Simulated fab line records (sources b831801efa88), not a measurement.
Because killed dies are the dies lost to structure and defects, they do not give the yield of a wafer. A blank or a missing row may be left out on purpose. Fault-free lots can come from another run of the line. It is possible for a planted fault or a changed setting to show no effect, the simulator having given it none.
Problem report, 8D (eight disciplines) form, completed by code    flow sky130    the parts of the form that need people (team, actions taken, sign-off) are left out

== 1. WHAT IS WRONG ==
Wafers free of any fault read 2607 (standard deviation 14) for LDD_N_TW at SKY_LDD_N_TW_MEAS_17, against a mean of 2977 on 6 wafers of 2 lots. Measured from the usual mean, that is +26 standard deviations.
First observed at day 23 14:14: wafer L130.1, on film-metro-01. The record holds 42 wafers of 14 lots with a number at this step. The rule behind "out" and "out of limits": a value lying over 4 standard deviations away from the usual mean. The other wafers with a number count as sound.

== 2. WHAT IT IS, WHAT IT ISN'T ==
question                     is                            is not
which readings at this step  LDD_N_TW                      -
which lots                   L130, L133                    L115, L116, L117, L118, L119, L121, L122, L124, L125, L129, L136, L137
which wafers of those lots   all that have a number        -
read on which gauges         film-metro-01, film-metro-04  film-metro-03
when                         from day 23 14:14             up to then (30 sound wafers); but 6 sound wafers of L136, L137 came after

== 3. THE SUSPECTS, EACH WITH WHAT RULES IT OUT ==
Counting: any tool at a process step up to the reading is kept as a suspect provided that every lot that is out went through it and no sound lot did after the first of them.
- the gauge at SKY_LDD_N_TW_MEAS_17 is ruled out. The wafers that are out were read on 2 gauges (film-metro-01, film-metro-04).
- implanter-04 at SKY_LDD_N_IMPLANT_08: kept. Every lot that is out went through it, starting with L130 (day 23 12:56), and after that it ran no sound lot; the last sound lot it ran before then is L125 (day 21 17:46). On those wafers its own readings are out: beam-on-s, dose-ions-cm2, faraday-current-uA.
After counting, what remains is implanter-04 at SKY_LDD_N_IMPLANT_08.

== 4. THE CAUSE (what the simulator had put in) ==
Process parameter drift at SKY_LDD_N_IMPLANT_08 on implanter-04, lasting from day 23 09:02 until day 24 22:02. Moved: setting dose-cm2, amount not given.
After counting, this tool was the only one left.

== 5. THE CHAIN OF EFFECTS, in route order ==
Each row: a reading whose mean over the struck wafers that have a number lies more than 3 standard deviations from the usual. Only readings whose record carries a usual standard deviation are examined. hours: median over the lots of the time between each lot's start at the first step of this table that gives one and its start at this step. sigmas: the change, counted in usual standard deviations.
hours  step                  reading                   usual      on struck wafers  change      sigmas
0      SKY_LDD_N_IMPLANT_08  beam-on-s                 9.97 s     55.34             +45.37      +99 or more
0      SKY_LDD_N_IMPLANT_08  dose-ions-cm2             7.501e+13  5.155e+14         +4.405e+14  +99 or more
0      SKY_LDD_N_IMPLANT_08  faraday-current-uA        424        525               +101        +11
1      SKY_LDD_N_STRIP_16    strip-time-to-endpoint-s  4.313 s    5.348             +1.035      +80
1      SKY_LDD_N_TW_MEAS_17  LDD_N_TW                  2607       2977              +370        +26
Here are the process steps it includes:
- SKY_LDD_N_IMPLANT_08
- SKY_LDD_N_STRIP_16: strips in O2/N2.

== 6. WHAT WOULD HAVE CAUGHT IT SOONER ==
5 hours passed between the start of the fault at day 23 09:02 and the first reading out of limits at a measuring or inspecting step in this record, taken at day 23 14:14.
The tool's own readings at SKY_LDD_N_IMPLANT_08 were out on every struck wafer that the step has a row for (beam-on-s, dose-ions-cm2, faraday-current-uA): an alarm limit on them would have fired on the first of those.
L133, from the lots that are out (2), started SKY_LDD_N_IMPLANT_08 on implanter-04 later than day 23 14:14. Had the tool been put on hold then, it would have been spared.
